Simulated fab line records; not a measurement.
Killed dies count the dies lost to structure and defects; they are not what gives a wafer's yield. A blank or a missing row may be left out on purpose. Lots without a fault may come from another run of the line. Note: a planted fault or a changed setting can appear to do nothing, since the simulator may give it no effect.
Check of tool commonality | flow gf180mcu | Sample size 13 lots and 39 wafers

== WHY THIS WAS OPENED ==
1 of 13 lots carry a flag on the reading NSD_TW at GF_NSD_TW_MEAS_12. No-fault wafers: 4266, standard deviation 30.
Rule: a lot gets a flag if all its wafers with a number sit over 4 standard deviations from that mean, or if no wafer of it has a number. The other lots count as sound.

lot  | measured     | on           | NSD_TW, wafer by wafer | flag
L405 | day 13 08:21 | filmMetro-03 | 4263 4274 4303         | 
L406 | day 13 13:17 | filmMetro-04 | 4299 4303 4285         | 
L407 | day 13 21:45 | filmMetro-04 | 4291 4289 4269         | 
L408 | day 14 05:31 | filmMetro-02 | 4255 4271 4273         | 
L409 | day 14 14:08 | filmMetro-04 | 4299 4318 4301         | 
L412 | day 15 19:28 | filmMetro-02 | 4211 4230 4213         | 
L413 | day 15 20:14 | filmMetro-02 | 4226 4231 4208         | 
L415 | day 17 03:02 | filmMetro-02 | 4250 4232 4226         | 
L416 | day 17 13:02 | filmMetro-03 | 4285 4291 4284         | 
L421 | day 18 21:17 | filmMetro-02 | 30 30 30               | FLAGGED
L423 | day 19 11:28 | filmMetro-02 | 4269 4275 4260         | 
L427 | day 21 00:17 | filmMetro-02 | 4233 4245 4230         | 
L428 | day 21 11:16 | filmMetro-03 | 4290 4287 4294         | 
On average the flagged lots read 30, which is -4236 against the usual, or -99 or more standard deviations.

== EACH LOT AND THE TOOL IT RAN ON ==
The record keeps 1 process step preceding the reading, out of 602 steps on the route. Cell contents, in order: the tool; ch with the chambers the sampled wafers went through; the start.
lot  | flag    | GF_NSD_EXPOSE_04
L405 |         | ilineStepper-02 ch 0, day 12 22:06
L406 |         | ilineStepper-02 ch 0, day 13 02:46
L407 |         | ilineStepper-01 ch 0, day 13 11:05
L408 |         | ilineStepper-01 ch 0, day 13 19:26
L409 |         | ilineStepper-01 ch 0, day 14 03:02
L412 |         | ilineStepper-01 ch 0, day 15 07:49
L413 |         | ilineStepper-01 ch 0, day 15 08:32
L415 |         | ilineStepper-02 ch 0, day 16 15:28
L416 |         | ilineStepper-02 ch 0, day 17 01:52
L421 | FLAGGED | ilineStepper-02 ch 0, day 18 09:35
L423 |         | ilineStepper-02 ch 0, day 18 22:49
L427 |         | ilineStepper-02 ch 0, day 20 12:04
L428 |         | ilineStepper-02 ch 0, day 20 23:07
What the steps here do:
- GF_NSD_EXPOSE_04: exposes mask Nplus, target cd 400 nm.
- GF_NSD_TW_MEAS_12

== FLAGGED AGAINST TOTAL, ONE TOOL AT A TIME (gauges that did the reading follow at the end) ==
step              | tool            | lots run | flagged | share of the flagged lots | sound lots run after its first flagged lot
GF_NSD_EXPOSE_04  | ilineStepper-01 | 5        | 0       | none                      | -
GF_NSD_EXPOSE_04  | ilineStepper-02 | 8        | 1       | all                       | 3 (L423,L427,L428)
GF_NSD_TW_MEAS_12 | filmMetro-02    | 7        | 1       | all                       | 2 (L423,L427)
GF_NSD_TW_MEAS_12 | filmMetro-03    | 3        | 0       | none                      | -
GF_NSD_TW_MEAS_12 | filmMetro-04    | 3        | 0       | none                      | -

== WHAT THE TABLE ALLOWS ==
Every flagged lot went through 2 rows of the table: ilineStepper-02 at GF_NSD_EXPOSE_04 and filmMetro-02 at GF_NSD_TW_MEAS_12.
- ilineStepper-02 at GF_NSD_EXPOSE_04: 1 of its 8 lots flagged. After the first flagged lot (L423, L427, L428), sound lots still ran on it; a lasting fault on the whole tool would not permit that.
- filmMetro-02 at GF_NSD_TW_MEAS_12: 1 of its 7 lots flagged. After the first flagged lot (L423, L427), sound lots still ran on it; a lasting fault on the whole tool would not permit that.
Every row of the table either missed a flagged lot or ran a sound lot after the first.

== WHAT THE SIMULATOR HAD PUT IN ==
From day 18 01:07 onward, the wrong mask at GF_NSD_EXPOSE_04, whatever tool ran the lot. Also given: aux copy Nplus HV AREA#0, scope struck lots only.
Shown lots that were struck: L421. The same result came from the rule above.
